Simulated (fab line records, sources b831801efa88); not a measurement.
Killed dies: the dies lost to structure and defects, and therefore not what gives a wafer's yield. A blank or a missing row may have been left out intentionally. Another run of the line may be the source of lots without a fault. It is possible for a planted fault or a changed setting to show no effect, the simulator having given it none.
Code-filled problem report in 8D (eight disciplines) form + flow sfqLine + the parts of the form that need people (team, actions taken, sign-off) are left out

== 1. WHAT IS WRONG ==
Mean of timeToEndpointS at SFQ_TRILAYER_I4_CMP_CMP_100: 286 s across 2 wafers in 2 lots; on wafers with no fault it is 217 s (standard deviation 9.3). That puts it +7.5 standard deviations away from the usual mean.
The step: polishes SiO2.
Seen first at day 46 04:43 on cmp-01, wafer L400.5. Wafers with a number at this step in the record: 41, from 14 lots. Rule for "out" (also "out of limits"): further than 4 standard deviations from the usual mean. The other wafers with a number count as sound.

== 2. WHAT IT IS AND WHAT IT IS NOT ==
| question                    | is                | is not                                                                                             |
|-----------------------------|-------------------|----------------------------------------------------------------------------------------------------|
| which readings at this step | timeToEndpointS   | motorCurrentA, slurryFilterDpKPa                                                                   |
| which lots                  | L400, L401        | L385, L386, L387, L388, L390, L391, L392, L403, L404, L405, L406, L407                             |
| which wafers of those lots  | L400.5, L401.4    | L400.2, L401.2, L401.6                                                                             |
| read on which tools         | cmp-01            | cmp-02                                                                                             |
| when                        | from day 46 04:43 | up to then (22 sound wafers); but 17 sound wafers of L401, L403, L404, L405, L406, L407 came after |

== 3. THE SUSPECTS, EACH WITH WHAT RULES IT OUT ==
Counting: if a tool at a process step up to the reading ran every lot that is out, it stays a suspect. Sound lots after the first of them don't rule it out here, since some wafers of a struck lot are sound.
- cmp-01 at SFQ_TRILAYER_I4_CMP_CMP_100 (polishes SiO2): kept. It ran every lot that is out, first L400 (day 46 02:43); its last sound lot up to then is L390 (day 42 13:53). Its own readings are out on those wafers: timeToEndpointS.
The count leaves cmp-01 at SFQ_TRILAYER_I4_CMP_CMP_100.

== 4. THE CAUSE (what the simulator had put in) ==
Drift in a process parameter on cmp-01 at SFQ_TRILAYER_I4_CMP_CMP_100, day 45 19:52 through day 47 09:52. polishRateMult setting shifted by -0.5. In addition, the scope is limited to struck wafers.
After counting, this tool was the only one left.

== 5. THE CHAIN OF EFFECTS, in route order ==
Each row: a reading whose mean over the struck wafers that have a number lies more than 3 standard deviations from the usual. Only readings for which the record gives a usual standard deviation are gone through. hours: the time from each lot's start at the first step in this table that gives one to its start at this step, as a median over the lots. sigmas: the change in usual standard deviations.
| hours | step                                  | reading         | usual      | on struck wafers | change | sigmas |
|-------|---------------------------------------|-----------------|------------|------------------|--------|--------|
| 0     | SFQ_TRILAYER_I4_CMP_CMP_100           | timeToEndpointS | 217 s      | 286              | +70    | +7.5   |
| 2     | SFQ_TRILAYER_I4_METRO_MEASURE_101     | thkNm           | 200.0 nm   | 307.8            | +107.8 | +83    |
| 111   | SFQ_TRILAYER_I4_VIA_ETCH_VIA_ETCH_106 | oesProductAu    | 0.855 a.u. | 1.005            | +0.150 | +29    |
It contains these process steps:
- SFQ_TRILAYER_I4_CMP_CMP_100: polishes SiO2.
- SFQ_TRILAYER_I4_METRO_MEASURE_101
- SFQ_TRILAYER_I4_VIA_ETCH_VIA_ETCH_106: etches SiO2 in CHF3, stops on Nb, target depth 260 nm.

== 6. WHAT WOULD HAVE CAUGHT IT SOONER ==
9 hours passed between the start of the fault at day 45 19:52 and the first reading out of limits in this record, taken at day 46 04:43.
